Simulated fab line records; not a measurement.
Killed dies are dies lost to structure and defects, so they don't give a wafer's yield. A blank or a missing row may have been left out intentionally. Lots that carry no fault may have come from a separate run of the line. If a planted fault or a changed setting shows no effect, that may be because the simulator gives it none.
The tool behind it: which one? + flow gf180mcu + 18 wafers from 6 lots sampled at 3 of the route's 602 steps

WHAT EACH GAUGE READ, for each wafer
GF_VT_IMPLANT_TW_MEAS_10.
| lot  | measured     | on            | VT_IMPLANT_TW |
|------|--------------|---------------|---------------|
| L307 | day 6 05:28  | film_metro-03 | 564 566 562   |
| L309 | day 6 14:23  | film_metro-03 | 565 563 565   |
| L311 | day 7 02:59  | film_metro-04 | 551 554 554   |
| L316 | day 8 11:42  | film_metro-03 | 565 564 565   |
| L321 | day 9 20:43  | film_metro-01 | 588 587 585   |
| L326 | day 11 02:38 | film_metro-04 | 552 551 547   |

WHAT TOOL EACH LOT RAN ON (gives the tool, then ch and the chambers of the sampled wafers, and finally the start)
| lot  | GF_MVPSD_STRIP_10                    | GF_VT_IMPLANT_IMPLANT_08        |
|------|--------------------------------------|---------------------------------|
| L307 | plasma_asher-04 ch 0,1, day 5 14:53  | implanter-04 ch 0, day 6 05:13  |
| L309 | plasma_asher-03 ch 0,1, day 5 23:04  | implanter-04 ch 0, day 6 14:09  |
| L311 | plasma_asher-04 ch 0,1, day 6 11:28  | implanter-04 ch 0, day 7 02:46  |
| L316 | plasma_asher-04 ch 1, day 7 19:01    | implanter-03 ch 0, day 8 11:27  |
| L321 | plasma_asher-04 ch 0,1, day 9 02:42  | implanter-02 ch 0, day 9 20:29  |
| L326 | plasma_asher-03 ch 0,1, day 10 08:22 | implanter-04 ch 0, day 11 02:24 |
- GF_MVPSD_STRIP_10: strips in O2/N2.
- GF_VT_IMPLANT_IMPLANT_08

THE ANSWER, worked out from the rows above alone
Rule: usual is defined by the lots themselves. Put in order of their means at a reading, lots are off if they are a third of the lots or fewer, leave a main group of 4 or more, and stand apart from it by a gap of 3 or more times the standard deviation of the main group's means; of several such gaps the widest counts. Not used: any main group whose means are identical at the precision the tables above print for the reading. Also off: a lot with no number at a reading for which 4 or more lots have one. All remaining lots with rows at the step are treated as sound.
Off: at GF_VT_IMPLANT_TW_MEAS_10 (VT_IMPLANT_TW), L321. For the main group the mean is 559 and the standard deviation 6.4.
A tool fits if, at a process step before that reading, it ran every lot that is off, and no sound lot after the first of them. The gauges at GF_VT_IMPLANT_TW_MEAS_10 are tried like those tools. Can't be told from this: 3 tools fit, plasma_asher-04 at GF_MVPSD_STRIP_10, implanter-02 at GF_VT_IMPLANT_IMPLANT_08, film_metro-01 at GF_VT_IMPLANT_TW_MEAS_10.

WHAT THE SIMULATOR PUT IN
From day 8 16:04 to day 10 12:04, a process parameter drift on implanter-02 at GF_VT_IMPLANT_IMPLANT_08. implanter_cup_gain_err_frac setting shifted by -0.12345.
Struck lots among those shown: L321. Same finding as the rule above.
